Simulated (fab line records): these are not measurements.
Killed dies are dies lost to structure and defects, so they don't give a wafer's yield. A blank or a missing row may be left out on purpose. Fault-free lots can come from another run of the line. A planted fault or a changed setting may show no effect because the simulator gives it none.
Chamber matching | flow sky130 | cmp-02 running SKY_VIA3_CMP_24: 4 sister chambers
The step polishes, stops on SiO2, t overpolish 20 s, target thk 0 nm. 8 wafers are shown with their chamber, then 12 later ones without.

## EACH WAFER AND ITS CHAMBER
wafer  | chamber | motor current A (A) | time to endpoint s (s)
L088.4 | 2       | 10.6                | 95.7
L088.5 | 0       | 8.8                 | 93.6
L089.1 | 1       | 11.4                | 97.1
L089.5 | 0       | 8.0                 | 92.9
L089.6 | 3       | 10.9                | 94.9
L090.2 | 3       | 10.3                | 96.2
L090.4 | 1       | 12.0                | 92.6
L090.6 | 2       | 9.9                 | 95.6

## WAFERS WITHOUT THEIR CHAMBER
wafer  | motor current A (A) | time to endpoint s (s)
L091.1 | 8.3                 | 94.1
L091.5 | 10.0                | 96.6
L091.6 | 9.2                 | 96.2
L094.1 | 12.4                | 99.0
L094.3 | 10.0                | 102.7
L094.6 | 11.7                | 95.8
L095.1 | 10.6                | 96.5
L095.4 | 8.7                 | 92.4
L095.5 | 9.7                 | 93.4
L097.1 | 8.9                 | 94.7
L097.3 | 11.8                | 95.6
L097.5 | 10.5                | 95.3

## CHAMBER TAKEN BY EACH
wafer  | from the rows above          | in truth
L091.1 | 0                            | 0
L091.5 | can't be placed: 2 or 3      | 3
L091.6 | can't be placed: 2 or 0 or 3 | 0
L094.1 | can't be placed: 1 or 3      | 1
L094.3 | can't be placed: 2 or 3 or 1 | 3
L094.6 | can't be placed: 1 or 3      | 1
L095.1 | can't be placed: 3 or 2 or 1 | 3
L095.4 | 0                            | 0
L095.5 | can't be placed: 2 or 3 or 0 | 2
L097.1 | can't be placed: 0 or 2      | 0
L097.3 | 1                            | 1
L097.5 | can't be placed: 3 or 2      | 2
3 of 12 placed correctly. From these rows, 9 cannot be placed; in 9 the true chamber is one of the candidates. Placed wrongly: 0.
How it was worked out, from the rows above alone: a wafer's distance from a chamber is the root of the sum, over the readings, of the square of ((its reading less the chamber's mean) divided by the reading's scatter). If the next closest chamber is less than 2 further off than the closest, the wafer can't be placed; otherwise it belongs to the closest. The mean given for a chamber averages the wafers shown for that chamber. The scatter: take each reading less its chamber's mean, square it, sum over the shown wafers, divide by the number of wafers less the number of chambers, and take the root.
